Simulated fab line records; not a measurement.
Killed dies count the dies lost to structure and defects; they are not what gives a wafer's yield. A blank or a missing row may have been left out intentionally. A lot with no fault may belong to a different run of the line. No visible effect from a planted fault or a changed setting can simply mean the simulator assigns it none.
Comparing a struck lot with a sound one + flow sky130 + 18 steps out of a route of 708
Sound: wafers L244.1, L244.5, L244.6. Struck: wafers L253.4, L253.6. (L253.2 of the same lot was not struck and is left out.) The cause comes at the end.
Per side, at each step with rows, come the tool, then ch with its chambers, and then its first start. Under that, the readings that differ: sound wafers + struck wafers + difference of the means + sigmas: that difference in standard deviations of wafers without a fault.
alike: a reading whose means differ by less than 2 such deviations, as well as words and numbers matching on both sides. not compared: withheld readings; readings where some wafer has no value; bounds like >300 that might hide an equal value; numbers whose values overlap and for which the record gives no deviation.
Wherever a step has rows on one side only, a row that says differs or no value, or a row with sigmas, the two part there. Non-overlapping numbers with no deviation appear without sigmas and do not part them. A reading missing from all wafers of one side parts the sides only when that side holds two or more wafers.

first, 2 steps without rows for these wafers: SKY_CONTACT_PEB_12; SKY_CONTACT_DEVELOP_13 (develop time 60 s).
SKY_CONTACT_CD_MEAS_14: target cd 170 nm.
  struck on cd-sem-02, day 35 08:26; sound on cd-sem-02, day 31 22:22
  alike: cd-nm
SKY_CONTACT_OVL_MEAS_15:
  struck on overlay-02, day 35 08:32; sound on overlay-01, day 31 22:29
  alike: CONTACT_OVL
SKY_CONTACT_ETCH_16: etches BARC in N2/H2, stops on SiO2, time 45.9 s, target depth 60 nm.
  sound on rie-diel-02 ch 1,2,3, day 31 22:31; struck on rie-diel-03 ch 0,1, day 35 08:34
  alike: drypump-motor-current-A, h2-flow-sccm, oes-product-au, throttle-valve-pct
  not compared: rf-hours-counter-h
SKY_CONTACT_ETCH_17: etches SiO2 in C4F8/O2/Ar, stops on Si3N4, target depth 340 nm.
  sound on rie-diel-02 ch 1,2,3, day 31 22:34; struck on rie-diel-03 ch 0,1, day 35 08:37
  alike: oes-product-au
then, 1 step without rows for these wafers: SKY_CONTACT_ETCH_18 (etches Si3N4 in CHF3/O2, stops on TiN, time 39 s, target depth 75 nm).
SKY_CONTACT_STRIP_19: strips in O2/N2.
  sound on plasma-asher-01 ch 0,1, day 31 22:39; struck on plasma-asher-02 ch 0, day 35 08:42
| reading                      | sound             | struck      | difference | sigmas |
|------------------------------|-------------------|-------------|------------|--------|
| strip-time-to-endpoint-s (s) | 3.597 3.626 3.630 | 3.692 3.667 | +0.062     | +2     |
  alike: drypump-motor-current-A, oes-product-au
  not compared: rf-hours-counter-h
then, 3 steps without rows for these wafers: SKY_CONTACT_STRIP_20 (strips in post etch residue remover, time 1200 s); SKY_CONTACT_CLEAN_21 (cleans in IPA, time 180 s); SKY_CONTACT_CLEAN_22 (cleans in O3/DIW).
SKY_CONTACT_SPUTTER_23: material TiN, target thk 20 nm, time 80 s.
  struck on pvd-sputter-04, day 35 09:20; sound on pvd-sputter-02, day 31 23:25
  alike: throttle-valve-pct
SKY_CONTACT_CVD_24: deposits W, target thk 340 nm, time 102.12 s.
  sound on cvd-w-02 ch 0,1, day 31 23:29; struck on cvd-w-02 ch 1, day 35 09:23
| reading                               | sound             | struck      | difference | sigmas |
|---------------------------------------|-------------------|-------------|------------|--------|
| model.W_of_CONTACT_CVD_24.thk-nm (nm) | 336.6 339.2 337.7 | 253.7 255.8 | -83.1      |        |
  alike: heater-power-w
SKY_CONTACT_RS_MEAS_25: measures by four-point-probe.
  struck on film-metro-03, day 35 09:48; sound on film-metro-04, day 31 23:36
| reading               | sound             | struck      | difference | sigmas |
|-----------------------|-------------------|-------------|------------|--------|
| CONTACT_W_RS (ohm/sq) | 0.340 0.338 0.340 | 0.456 0.451 | +0.114     | +35    |
  not compared: hold
SKY_CONTACT_THK_MEAS_26: measures by xrf.
  struck on film-metro-03, day 35 11:20; sound on film-metro-04, day 31 23:43
| reading            | sound       | struck  | difference | sigmas |
|--------------------|-------------|---------|------------|--------|
| CONTACT_W_THK (nm) | 332 333 332 | 253 254 | -79        | -15    |
  not compared: hold
SKY_CONTACT_CMP_27: polishes, stops on SiO2, t overpolish 15 s, target thk 0 nm.
  sound on cmp-02 ch 0,1,3, day 31 23:56; struck on cmp-02 ch 1,3, day 35 18:26
| reading                | sound          | struck                                            | difference                   | sigmas |
|------------------------|----------------|---------------------------------------------------|------------------------------|--------|
| hold                   | - - -          | await-dispo/6.5h/release await-dispo/6.5h/release | no value on the sound wafers |        |
| time-to-endpoint-s (s) | 79.6 80.1 83.6 | 57.0 57.2                                         | -24.0                        | -10    |
  alike: motor-current-A, slurry-filter-dp-kPa
SKY_METAL1_SPUTTER_00: material Ti, target thk 15 nm, time 10 s.
  struck on pvd-sputter-01, day 35 18:38; sound on pvd-sputter-01, day 32 00:05
  alike: throttle-valve-pct
-- the record jumps here: 13 days lie between the struck wafers' starts before and after (it left off in module METAL1 and takes up again in module PAD_OPEN, whose first step shown is number 708 of the route) --
SKY_PAD_OPEN_PROBE_99:
  rows exist in the record for the struck wafers here (prober-01, day 48 18:29), but not for the sound ones

WHERE THEY PART
Last at SKY_PAD_OPEN_PROBE_99 as far as this record goes, first at SKY_CONTACT_STRIP_19.

WHY: the cause the simulator had injected
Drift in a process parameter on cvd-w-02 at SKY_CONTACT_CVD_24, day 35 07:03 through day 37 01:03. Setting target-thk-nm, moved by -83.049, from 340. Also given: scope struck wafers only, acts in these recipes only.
